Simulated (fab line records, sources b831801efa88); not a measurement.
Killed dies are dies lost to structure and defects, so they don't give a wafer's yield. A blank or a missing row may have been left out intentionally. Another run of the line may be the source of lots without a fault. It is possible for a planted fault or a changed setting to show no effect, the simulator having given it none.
A lot that was struck, set against a sound lot | flow sfq line | 14 steps out of a route of 325
Sound: wafers L682.1, L682.3, L682.4. Wafers struck: L676.1, L676.4, L676.6. The cause is given at the end.
For every step that has rows: the tool of each side, followed by ch and its chambers, followed by its first start. Under that, the readings that differ: sound wafers | struck wafers | difference of the means | sigmas: that difference in standard deviations of wafers without a fault.
alike: readings with means less than 2 such deviations apart, plus words and numbers identical on both sides. not compared: withheld readings, readings lacking a value on some wafer, bounds such as >300 that could conceal the same value, and numbers that have no deviation in the record and whose values overlap.
The two part at a step that has a row with sigmas, a row that says differs or no value, or rows on one side only. Numbers that don't overlap but have no deviation are shown without sigmas and don't part them. Lack of a reading on every wafer of one side parts them only where that side has two or more wafers.

SFQ_M4_OVL_MEAS_926:
  struck on overlay-01, day 35 09:43; sound on overlay-02, day 36 16:37
  alike: M4_OVL
SFQ_TRILAYER_M4_BARC_OPEN_METAL_ETCH_123: etches BARC in O2, target depth 125 nm, time 41.7 s.
  sound on rie metal-04 ch 0,1, day 36 16:39; struck on rie metal-02 ch 0,1, day 35 09:44
  alike: drypump motor current A, he backside leak sccm, oes product au
  not compared: rf hours counter h
SFQ_TRILAYER_M4_ETCH_METAL_ETCH_096: etches Nb in Cl2/Ar, stops on SiO2, target depth 240 nm, time 120 s.
  sound on rie metal-04 ch 0,1, day 36 16:43; struck on rie metal-02 ch 0,1, day 35 09:48
  alike: drypump motor current A, he backside leak sccm, oes product au
  not compared: rf hours counter h
SFQ_TRILAYER_M4_STRIP_STRIP_097: strips in O2.
  sound on rie metal-04 ch 0,1, day 36 16:50; struck on rie metal-02 ch 0,1, day 35 09:56
  alike: drypump motor current A, he backside leak sccm, oes product au
  not compared: rf hours counter h
then, 1 step without rows for these wafers: SFQ_TRILAYER_M4_STRIP_SOLV_CLEAN_098 (cleans in NMP, time 600 s).
SFQ_TRILAYER_I4_DEP_PECVD_099: deposits SiO2 from SiH4/N2O, time 111.11 s, target thk 500 nm.
  sound on pecvd-04 ch 0,1, day 36 17:37; struck on pecvd-03 ch 1,2, day 35 10:42
  alike: heater power w, throttle valve pct
  not compared: since wet clean h
SFQ_TRILAYER_I4_CMP_CMP_100: polishes SiO2.
  sound on cmp-01 ch 1,2,3, day 38 16:24; struck on cmp-01 ch 2,3, day 37 09:54
  reading                | sound       | struck      | difference | sigmas
  time to endpoint s (s) | 197 213 211 | 214 232 232 | +19        | +2
  alike: head pressure psi, motor current A
SFQ_I4_BOW_MEAS_927:
  struck on film metro-02, day 37 12:54; sound on film metro-02, day 38 18:54
  reading     | sound      | struck   | difference | sigmas
  I4_BOW (um) | -13 -18 -9 | 22 22 17 | +34        | +3
then, 4 steps without rows for these wafers: SFQ_TRILAYER_I4_METRO_MEASURE_101; SFQ_TRILAYER_I4_VIA_LITHO_COAT_108 (resist thk 62 nm); SFQ_TRILAYER_I4_VIA_LITHO_COAT_103 (resist thk 650 nm); SFQ_TRILAYER_I4_VIA_LITHO_SOFTBAKE_107.
-- the record jumps here: 4 days lie between the struck wafers' starts before and after --
SFQ_TRILAYER_I4_VIA_LITHO_EXPOSE_104: exposes mask I4, target cd 700 nm.
  sound on krf scanner-01 ch 0, day 43 22:15; struck on krf scanner-01, day 41 08:22
  no value came back on the struck wafers for exposure dose mJ cm2, focus offset nm (nm), na; on the sound wafers exposure dose mJ cm2 reads 21.304 21.287 21.282
  alike: mask
then, 1 step without rows for these wafers: SFQ_TRILAYER_I4_VIA_LITHO_PEB_106 (peb time 60 s).

## WHERE THEY PART
At SFQ_TRILAYER_I4_CMP_CMP_100 first; at SFQ_TRILAYER_I4_VIA_LITHO_EXPOSE_104 last (within this record only).

WHY: the cause the simulator had injected
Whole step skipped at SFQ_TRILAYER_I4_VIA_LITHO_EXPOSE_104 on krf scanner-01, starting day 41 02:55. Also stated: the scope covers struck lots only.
